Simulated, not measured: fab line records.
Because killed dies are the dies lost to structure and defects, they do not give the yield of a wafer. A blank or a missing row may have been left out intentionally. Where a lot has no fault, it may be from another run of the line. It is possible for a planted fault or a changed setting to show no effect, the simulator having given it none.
Lot-split experiment + flow sky130 + 23 wafers read across 5 lots, on a route 708 steps long

SPLIT DETAILS
At SKY_FIELD_ISO_ETCH_17 (etches Si in HBr/Cl2/O2, target depth 342 nm, time 97.7 s), the setting icp w was moved away from the recipe's 600 W on 6 of the 23 wafers read, by -10.2% to +9.0%. The other wafers ran this setting at the recipe's value.

The reading comes from the split's own step.

THE READING
oes product au, in a.u., at SKY_FIELD_ISO_ETCH_17 (etches Si in HBr/Cl2/O2, target depth 342 nm, time 97.7 s). On this fab line, fault-free wafers typically give 1.003 a.u. with a standard deviation of 0.012 a.u.

| wafer  | tool, chamber at the split | icp w as run, W | against the recipe | oes product au, a.u. | against lot-mates on the recipe |
|--------|----------------------------|-----------------|--------------------|----------------------|---------------------------------|
| L076.1 | rie si-02, 3               | 654.2           | +9.0%              | 1.025                | +0.031                          |
| L076.2 | rie si-02, 0               | 600             | recipe             | 1.006                | -                               |
| L076.4 | rie si-02, 1               | 600             | recipe             | 0.991                | -                               |
| L076.5 | rie si-02, 3               | 654.2           | +9.0%              | 1.031                | +0.037                          |
| L076.6 | rie si-02, 2               | 600             | recipe             | 0.984                | -                               |
| L079.1 | rie si-02, 1               | 639.9           | +6.7%              | 1.012                | +0.012                          |
| L079.3 | rie si-02, 0               | 600             | recipe             | 1.006                | -                               |
| L079.4 | rie si-02, 3               | 600             | recipe             | 0.998                | -                               |
| L079.5 | rie si-02, 1               | 600             | recipe             | 0.995                | -                               |
| L079.6 | rie si-02, 2               | 639.9           | +6.7%              | 1.021                | +0.021                          |
| L080.2 | rie si-01, 3               | 600             | recipe             | 1.021                | -                               |
| L080.3 | rie si-01, 1               | 600             | recipe             | 1.025                | -                               |
| L080.4 | rie si-01, 2               | 600             | recipe             | 1.013                | -                               |
| L080.5 | rie si-01, 0               | 538.6           | -10.2%             | 0.982                | -0.038                          |
| L080.6 | rie si-01, 3               | 538.6           | -10.2%             | 0.996                | -0.024                          |
| L083.1 | rie si-01, 2               | 600             | recipe             | 1.016                | -                               |
| L083.3 | rie si-01, 0               | 600             | recipe             | 1.004                | -                               |
| L083.4 | rie si-01, 1               | 600             | recipe             | 1.026                | -                               |
| L083.5 | rie si-01, 2               | 600             | recipe             | 1.018                | -                               |
| L083.6 | rie si-01, 1               | 600             | recipe             | 1.013                | -                               |
| L084.3 | rie si-02, 1               | 600             | recipe             | 0.986                | -                               |
| L084.4 | rie si-02, 2               | 600             | recipe             | 0.993                | -                               |
| L084.6 | rie si-02, 2               | 600             | recipe             | 0.987                | -                               |

THE FIT
A straight line over all 23 wafers: oes product au changes by +0.00193 a.u. for each +1% of icp w; r = +0.58; the points scatter about the line by 0.013 a.u.
The same after taking each lot's own level away (the mean of its wafers on the recipe; 23 wafers): +0.00319 a.u. for each +1%; r = +0.91; scatter 0.0067 a.u.
According to that fit, moving icp w by its largest amount changes the reading by 0.033 a.u.
Measured against the standard deviation above, the lots' own levels, which go from 0.9887 to 1.0197 a.u., span 2.6 times it.
So the lot-to-lot level blurs the effect unless lot-mates are compared.
Check: with one of the wafers moved furthest among these (-10.2%) left out of the fit, the line predicts -0.0301 a.u. for it against its lot-mates. It came out at -0.0377 a.u. against them.
Tool readings at the split's step, against how far the setting was moved: oes product au r = +0.58.

OTHER SPLITS APPLIED TO THESE WAFERS
Note: prior to the reading, these wafers also went through further splits. Each is held against what the fit with the lots' levels taken away leaves over:
| other split on the same wafers  | wafers away from the commonest value | r with oes product au (lot level and that fit taken away) |
|---------------------------------|--------------------------------------|-----------------------------------------------------------|
| SKY_FIELD_ISO_EXPOSE_10 dose mj | 11                                   | -0.34                                                     |

THE WHOLE CHAIN: every reading that the file lists as answering this split, in the file's order
| step                  | what it does                                              | reading                                                                     | change (the file's fit)                   | r (the file's) |
|-----------------------|-----------------------------------------------------------|-----------------------------------------------------------------------------|-------------------------------------------|----------------|
| SKY_FIELD_ISO_ETCH_17 | etches Si in HBr/Cl2/O2, target depth 342 nm, time 97.7 s | oes product au                                                              | +0.00317 a.u. for each +1% of the setting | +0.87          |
| SKY_FIELD_ISO_ETCH_17 | etches Si in HBr/Cl2/O2, target depth 342 nm, time 97.7 s | FIELD_ISO.feature depth nm (the simulator's own value, which no gauge read) | +1.65 nm for each +1% of the setting      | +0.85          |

THE FILE'S OWN FIT
oes product au changes by +0.00317 a.u. for each +1% of icp w, r = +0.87.
